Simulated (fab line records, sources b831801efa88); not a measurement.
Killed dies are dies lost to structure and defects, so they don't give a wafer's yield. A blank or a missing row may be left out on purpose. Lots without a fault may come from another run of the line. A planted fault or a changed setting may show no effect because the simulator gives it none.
Which tool did it? | flow sky130 | 24 lots, 72 wafers sampled, at 5 steps of a route of 708

WHAT THE GAUGES READ, wafer by wafer
SKY_VIA2_THK_MEAS_23: measures by xrf. Usual: VIA2_W_THK 418 nm, standard deviation 6.9.
lot  | measured     | on            | VIA2_W_THK (nm) | flag
L074 | day 36 02:32 | film_metro-01 | 429 416 429     |
L075 | day 36 06:41 | film_metro-03 | 424 422 431     |
L076 | day 36 17:19 | film_metro-02 | 414 419 415     |
L077 | day 37 00:19 | film_metro-01 | 415 423 407     |
L078 | day 37 12:36 | film_metro-02 | 424 417 409     |
L079 | day 37 19:32 | film_metro-03 | 420 425 419     |
L081 | day 38 06:40 | film_metro-02 | 431 419 418     |
L080 | day 38 14:26 | film_metro-03 | 416 416 416     |
L082 | day 38 19:07 | film_metro-02 | 410 430 417     |
L083 | day 39 15:25 | film_metro-03 | 426 431 417     |
L084 | day 40 09:10 | film_metro-01 | 434 421 418     |
L085 | day 40 10:18 | film_metro-02 | 429 424 415     |
L086 | day 40 13:22 | film_metro-02 | 425 415 409     |
L087 | day 40 14:21 | film_metro-02 | 405 405 407     |
L088 | day 40 19:57 | film_metro-03 | 411 422 421     |
L089 | day 40 23:35 | film_metro-01 | 424 414 415     |
L090 | day 41 01:43 | film_metro-02 | 420 426 415     |
L092 | day 41 17:27 | film_metro-01 | 408 417 413     |
L091 | day 41 17:59 | film_metro-03 | 413 422 419     |
L093 | day 41 22:31 | film_metro-03 | 410 412 425     |
L094 | day 42 06:42 | film_metro-02 | 412 424 410     |
L095 | day 42 09:34 | film_metro-01 | 410 413 414     |
L096 | day 42 12:52 | film_metro-03 | 422 422 421     |
L097 | day 43 00:45 | film_metro-02 | 409 404 410     |

SKY_CAPM_OVL_MEAS_12. Usual: CAPM_OVL 0.6 nm, standard deviation 1.4.
lot  | measured     | on         | CAPM_OVL (nm)  | flag
L074 | day 37 05:34 | overlay-01 | 3.0 0.0 -1.0   |
L075 | day 37 09:22 | overlay-02 | 1.4 1.8 2.7    |
L076 | day 37 19:35 | overlay-02 | 2.7 2.7 2.4    |
L077 | day 38 02:14 | overlay-02 | 1.6 1.0 1.3    |
L078 | day 38 14:40 | overlay-02 | -1.3 -0.5 -1.7 |
L079 | day 38 21:20 | overlay-02 | 0.9 -0.8 -0.2  |
L081 | day 39 08:27 | overlay-02 | 2.9 1.7 1.5    |
L080 | day 39 15:37 | overlay-02 | -0.6 -1.5 0.3  |
L082 | day 39 20:50 | overlay-02 | -0.8 -0.9 -2.2 |
L083 | day 40 16:20 | overlay-02 | 1.1 0.0 1.8    |
L084 | day 41 09:50 | overlay-02 | 3.0 -0.6 1.7   |
L085 | day 41 11:22 | overlay-02 | 0.0 0.6 1.9    |
L086 | day 41 13:56 | overlay-02 | -0.1 -2.0 0.2  |
L087 | day 41 15:03 | overlay-02 | -0.4 1.7 -0.3  |
L088 | day 41 21:23 | overlay-02 | -0.3 2.8 0.4   |
L089 | day 42 00:16 | overlay-02 | -0.1 2.4 -0.6  |
L090 | day 42 02:11 | overlay-02 | 0.0 1.4 -1.5   |
L092 | day 42 17:11 | overlay-02 | -1.4 -1.1 -2.1 |
L091 | day 42 17:49 | overlay-02 | -0.2 1.3 1.3   |
L093 | day 42 22:44 | overlay-01 | 2.0 1.0 1.0    |
L094 | day 43 06:04 | overlay-02 | 4.1 3.1 3.0    |
L095 | day 43 09:02 | overlay-01 | 2.3 3.0 2.6    |
L096 | day 43 13:15 | overlay-02 | 0.0 0.0 -2.1   |
L097 | day 43 23:53 | overlay-02 | 0.3 -0.5 0.5   |

SKY_VIA3_THK_MEAS_01. Usual: VIA3_HDPCVD_THK 1637 nm, standard deviation 20.
lot  | measured     | on            | VIA3_HDPCVD_THK (nm) | flag
L074 | day 38 08:55 | film_metro-03 | 1614 1627 1635       |
L075 | day 38 13:17 | film_metro-04 | 1663 1641 1673       |
L076 | day 38 23:06 | film_metro-03 | 1619 1646 1633       |
L077 | day 39 04:43 | film_metro-03 | 1663 1651 1666       |
L078 | day 39 17:14 | film_metro-04 | 1620 1610 1652       |
L079 | day 39 23:55 | film_metro-02 | 1628 1643 1614       |
L081 | day 40 11:01 | film_metro-04 | 1676 1649 1653       |
L080 | day 40 18:00 | film_metro-03 | 1606 1595 1627       |
L082 | day 40 23:09 | film_metro-04 | 1596 1593 1613       |
L083 | day 41 17:40 | film_metro-02 | 1616 1671 1667       |
L084 | day 42 11:28 | film_metro-04 | 1651 1660 1621       |
L085 | day 42 13:14 | film_metro-04 | 1625 1657 1655       |
L086 | day 42 15:26 | film_metro-02 | 1641 1647 1650       |
L087 | day 42 16:21 | film_metro-03 | 1639 1631 1624       |
L088 | day 42 22:56 | film_metro-04 | 1677 1646 1626       |
L089 | day 43 01:35 | film_metro-04 | 1654 1673 1641       |
L090 | day 43 03:49 | film_metro-04 | 1657 1646 1615       |
L092 | day 43 18:07 | film_metro-02 | 1619 1640 1649       |
L091 | day 43 18:36 | film_metro-02 | 1642 1640 1637       |
L093 | day 43 23:11 | film_metro-04 | 1652 1642 1645       |
L094 | day 44 05:50 | film_metro-03 | 1636 1660 1634       |
L095 | day 44 09:45 | film_metro-03 | 1624 1647 1620       |
L096 | day 44 13:29 | film_metro-03 | 1629 1625 1635       |
L097 | day 44 23:14 | film_metro-02 | 1616 1642 1615       |

WHICH TOOL RAN EACH LOT (tool, then ch and the chambers of the sampled wafers, then the start)
lot  | SKY_VIA2_STRIP_16                    | SKY_METAL3_STRIP_19
L074 | plasma_asher-01 ch 0,1, day 36 01:37 | plasma_asher-04 ch 0,1, day 38 08:08
L075 | plasma_asher-01 ch 0,1, day 36 05:47 | plasma_asher-03 ch 0,1, day 38 12:30
L076 | plasma_asher-01 ch 0,1, day 36 16:26 | plasma_asher-04 ch 0,1, day 38 22:22
L077 | plasma_asher-04 ch 0,1, day 36 23:24 | plasma_asher-04 ch 0,1, day 39 03:56
L078 | plasma_asher-02 ch 1, day 37 11:38   | plasma_asher-04 ch 0,1, day 39 16:27
L079 | plasma_asher-01 ch 0,1, day 37 18:39 | plasma_asher-01 ch 0,1, day 39 23:02
L081 | plasma_asher-01 ch 0,1, day 38 05:45 | plasma_asher-03 ch 0,1, day 40 10:14
L080 | plasma_asher-04 ch 0,1, day 38 13:31 | plasma_asher-01 ch 0,1, day 40 17:12
L082 | plasma_asher-01 ch 0,1, day 38 18:09 | plasma_asher-01 ch 0,1, day 40 22:21
L083 | plasma_asher-01 ch 0,1, day 39 14:26 | plasma_asher-03 ch 0,1, day 41 16:51
L084 | plasma_asher-04 ch 0,1, day 40 08:16 | plasma_asher-04 ch 0,1, day 42 10:42
L085 | plasma_asher-01 ch 0,1, day 40 09:23 | plasma_asher-04 ch 0,1, day 42 12:29
L086 | plasma_asher-04 ch 0,1, day 40 12:27 | plasma_asher-03 ch 0,1, day 42 14:40
L087 | plasma_asher-04 ch 0,1, day 40 13:24 | plasma_asher-03 ch 0,1, day 42 15:35
L088 | plasma_asher-04 ch 0,1, day 40 19:02 | plasma_asher-03 ch 0,1, day 42 22:08
L089 | plasma_asher-04 ch 0,1, day 40 22:40 | plasma_asher-03 ch 0,1, day 43 00:46
L090 | plasma_asher-02 ch 0,1, day 41 00:50 | plasma_asher-03 ch 0,1, day 43 02:59
L092 | plasma_asher-02 ch 0,1, day 41 16:32 | plasma_asher-03 ch 0,1, day 43 17:20
L091 | plasma_asher-02 ch 0,1, day 41 17:04 | plasma_asher-01 ch 0,1, day 43 17:48
L093 | plasma_asher-02 ch 0,1, day 41 21:37 | plasma_asher-01 ch 0,1, day 43 22:26
L094 | plasma_asher-02 ch 0,1, day 42 05:47 | plasma_asher-01 ch 0,1, day 44 05:00
L095 | plasma_asher-04 ch 0, day 42 08:40   | plasma_asher-03 ch 0, day 44 08:55
L096 | plasma_asher-04 ch 0,1, day 42 11:49 | plasma_asher-04 ch 1, day 44 12:39
L097 | plasma_asher-02 ch 0,1, day 42 23:50 | plasma_asher-01 ch 0,1, day 44 22:29
- SKY_VIA2_STRIP_16: strips in O2/N2.
- SKY_METAL3_STRIP_19: strips in O2/N2.

WHAT THE TOOLS THEMSELVES READ (means of the sampled wafers that have a number; where no wafer has one, the mark that the record gives instead)
SKY_VIA2_STRIP_16. Usual: drypump_motor_current_A 5.78 A, standard deviation 0.27; oes_product_au 0.398 a.u., standard deviation 0.0049; strip_time_to_endpoint_s 4.05 s, standard deviation 0.041.
lot  | tool            | drypump_motor_current_A (A) | oes_product_au (a.u.) | strip_time_to_endpoint_s (s) | flag
L074 | plasma_asher-01 | 5.64                        | 0.401                 | 4.06                         |
L075 | plasma_asher-01 | 5.64                        | 0.397                 | 4.07                         |
L076 | plasma_asher-01 | 5.80                        | 0.402                 | 4.06                         |
L077 | plasma_asher-04 | 5.93                        | 0.400                 | 4.07                         |
L078 | plasma_asher-02 | 5.47                        | 0.398                 | 4.05                         |
L079 | plasma_asher-01 | 5.82                        | 0.394                 | 3.99                         |
L081 | plasma_asher-01 | 5.64                        | 0.397                 | 4.07                         |
L080 | plasma_asher-04 | 5.92                        | 0.395                 | 4.04                         |
L082 | plasma_asher-01 | 5.79                        | 0.398                 | 4.07                         |
L083 | plasma_asher-01 | 5.62                        | 0.397                 | 4.02                         |
L084 | plasma_asher-04 | 5.90                        | 0.399                 | 4.04                         |
L085 | plasma_asher-01 | 5.84                        | 0.394                 | 4.02                         |
L086 | plasma_asher-04 | 5.91                        | 0.400                 | 4.10                         |
L087 | plasma_asher-04 | 6.06                        | 0.400                 | 4.04                         |
L088 | plasma_asher-04 | 5.92                        | 0.394                 | 4.02                         |
L089 | plasma_asher-04 | 5.90                        | 0.398                 | 4.06                         |
L090 | plasma_asher-02 | 5.62                        | 0.394                 | 4.04                         |
L092 | plasma_asher-02 | 5.56                        | 0.398                 | 4.05                         |
L091 | plasma_asher-02 | 5.64                        | 0.395                 | 4.08                         |
L093 | plasma_asher-02 | 5.54                        | 0.398                 | 4.04                         |
L094 | plasma_asher-02 | 5.65                        | 0.401                 | 4.02                         |
L095 | plasma_asher-04 | 6.15                        | 0.394                 | 4.01                         |
L096 | plasma_asher-04 | 5.91                        | 0.403                 | 4.08                         |
L097 | plasma_asher-02 | 5.65                        | 0.402                 | 4.10                         |

SKY_METAL3_STRIP_19. Usual: drypump_motor_current_A 5.7 A, standard deviation 0.35; oes_product_au 0.499 a.u., standard deviation 0.0087; strip_time_to_endpoint_s 6.44 s, standard deviation 0.17.
lot  | tool            | drypump_motor_current_A (A) | oes_product_au (a.u.) | strip_time_to_endpoint_s (s) | flag
L074 | plasma_asher-04 | 6.1                         | 0.512                 | 6.75                         |
L075 | plasma_asher-03 | 5.3                         | 0.494                 | 6.34                         |
L076 | plasma_asher-04 | 5.9                         | 0.498                 | 6.42                         |
L077 | plasma_asher-04 | 6.1                         | 0.498                 | 6.42                         |
L078 | plasma_asher-04 | 5.9                         | 0.514                 | 6.70                         |
L079 | plasma_asher-01 | 5.8                         | 0.497                 | 6.44                         |
L081 | plasma_asher-03 | 5.4                         | 0.496                 | 6.36                         |
L080 | plasma_asher-01 | 5.6                         | 0.495                 | 6.33                         |
L082 | plasma_asher-01 | 5.6                         | 0.491                 | 6.27                         |
L083 | plasma_asher-03 | 5.5                         | 0.497                 | 6.29                         |
L084 | plasma_asher-04 | 6.1                         | 0.498                 | 6.42                         |
L085 | plasma_asher-04 | 6.1                         | 0.495                 | 6.40                         |
L086 | plasma_asher-03 | 5.4                         | 0.513                 | 6.74                         |
L087 | plasma_asher-03 | 5.5                         | 0.491                 | 6.28                         |
L088 | plasma_asher-03 | 5.4                         | 0.499                 | 6.39                         |
L089 | plasma_asher-03 | 5.3                         | 0.500                 | 6.40                         |
L090 | plasma_asher-03 | 5.3                         | 0.493                 | 6.28                         |
L092 | plasma_asher-03 | 5.3                         | 0.514                 | 6.69                         |
L091 | plasma_asher-01 | 5.6                         | 0.495                 | 6.37                         |
L093 | plasma_asher-01 | 5.8                         | 0.492                 | 6.34                         |
L094 | plasma_asher-01 | 5.7                         | 0.496                 | 6.40                         |
L095 | plasma_asher-03 | 5.6                         | 0.504                 | 6.54                         |
L096 | plasma_asher-04 | 5.8                         | 0.513                 | 6.67                         |
L097 | plasma_asher-01 | 5.8                         | 0.499                 | 6.41                         |

THE ANSWER, worked out from the rows above alone
Rule: a lot is off if the mean of its wafers that have a number lies more than 3 standard deviations from the usual mean. A lot without any number at a reading at which 4 lots or more have one is off too. The other lots that the step has rows for count as sound. The gauges are gone through in route order, then the tools' own readings, and for those a lot's mean is taken as printed above. The first step at which some lot is off is used, and at that step the reading that is off furthest; a lot without a number counts as furthest.
No lot is off at any reading shown: from this, nothing can be told.

WHAT THE SIMULATOR HAD PUT IN
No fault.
